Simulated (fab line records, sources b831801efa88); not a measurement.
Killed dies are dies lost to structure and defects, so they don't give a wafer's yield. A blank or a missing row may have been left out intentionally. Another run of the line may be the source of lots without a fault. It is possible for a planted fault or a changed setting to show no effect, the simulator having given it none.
Problem report, 8D (eight disciplines) form, completed by code || flow gf180mcu || the parts of the form that need people (team, actions taken, sign-off) are left out

## 1. THE PROBLEM
Wafers without a fault read 80 s, standard deviation 4.5; time-to-endpoint-s at GF_V4_CMP_04 reads a mean of 25 s on 3 wafers belonging to 2 lots. That is -12 standard deviations from the usual mean.
The step: polishes SiO2.
The first sign was on wafer L269.3 at day 26 04:25, on cmp-02. At this step, 42 wafers from 14 lots have a number in the record. By rule, "out" or "out of limits" means more than 4 standard deviations away from the usual mean. All remaining wafers that have a number are taken as sound.

## 2. WHAT IT IS AND WHAT IT IS NOT
{"question": "which readings at this step", "is": "time-to-endpoint-s", "is not": "motor-current-A"}
{"question": "which lots", "is": "L269, L271", "is not": "L264, L265, L266, L267, L268, L270, L279, L281, L282, L284, L285, L286"}
{"question": "which wafers of those lots", "is": "L269.3, L269.4, L271.4", "is not": "L269.1, L271.2, L271.5"}
{"question": "read on which tools", "is": "cmp-02", "is not": "cmp-01"}
{"question": "when", "is": "from day 26 04:25", "is not": "up to then (16 sound wafers); but 23 sound wafers of L270, L271, L279, L281, L282, L284, L285, L286 came after"}

## 3. THE SUSPECTS, EACH WITH WHAT RULES IT OUT
Counting: any tool at a process step up to the reading remains a suspect provided it ran every lot that is out. Sound lots after the first of them don't rule it out here, since some wafers of a struck lot are sound.
- pvd-sputter-03 at GF_M4_SPUTTER_04 (material TiN, target thk 50 nm, time 41.7 s): kept. Ran every lot that is out, first one L269 (day 25 06:26); last sound lot up to then L266 (day 24 04:22).
- cmp-02 at GF_V4_CMP_04 (polishes SiO2): kept. Ran every lot that is out, first one L269 (day 26 04:25); last sound lot up to then L268 (day 25 16:21). On those wafers its own readings are out: time-to-endpoint-s.
What counting leaves: pvd-sputter-03 at GF_M4_SPUTTER_04 and cmp-02 at GF_V4_CMP_04.

## 4. THE CAUSE (what the simulator had put in)
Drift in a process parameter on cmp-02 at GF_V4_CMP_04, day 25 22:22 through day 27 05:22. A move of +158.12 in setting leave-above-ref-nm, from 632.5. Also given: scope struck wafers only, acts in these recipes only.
Of the 2 suspects that counting leaves, this tool is one.

## 5. THE CHAIN OF EFFECTS, in route order
One row per reading whose mean, taken over the struck wafers that have a number, lies over 3 standard deviations from the usual. Only readings for which the record gives a usual standard deviation are gone through. hours: the time from each lot's start at the first step in this table that gives one to its start at this step, as a median over the lots. sigmas: the change in usual standard deviations.
{"hours": 0, "step": "GF_V4_CMP_04", "reading": "time-to-endpoint-s", "usual": "80 s", "on struck wafers": 25, "change": -55, "sigmas": -12}
{"hours": "-", "step": "GF_V4_ETCH_17", "reading": "oes-product-au", "usual": "0.856 a.u.", "on struck wafers": 0.974, "change": "+0.118", "sigmas": "+30"}
It contains these process steps:
- GF_V4_CMP_04: polishes SiO2.
- GF_V4_ETCH_17: etches SiO2 in C4F8/O2/Ar, stops on TiN, target depth 630 nm.

## 6. WHAT WOULD HAVE CAUGHT IT SOONER
First out-of-limits reading in this record: day 26 04:25, which is 6 hours after fault onset at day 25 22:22.
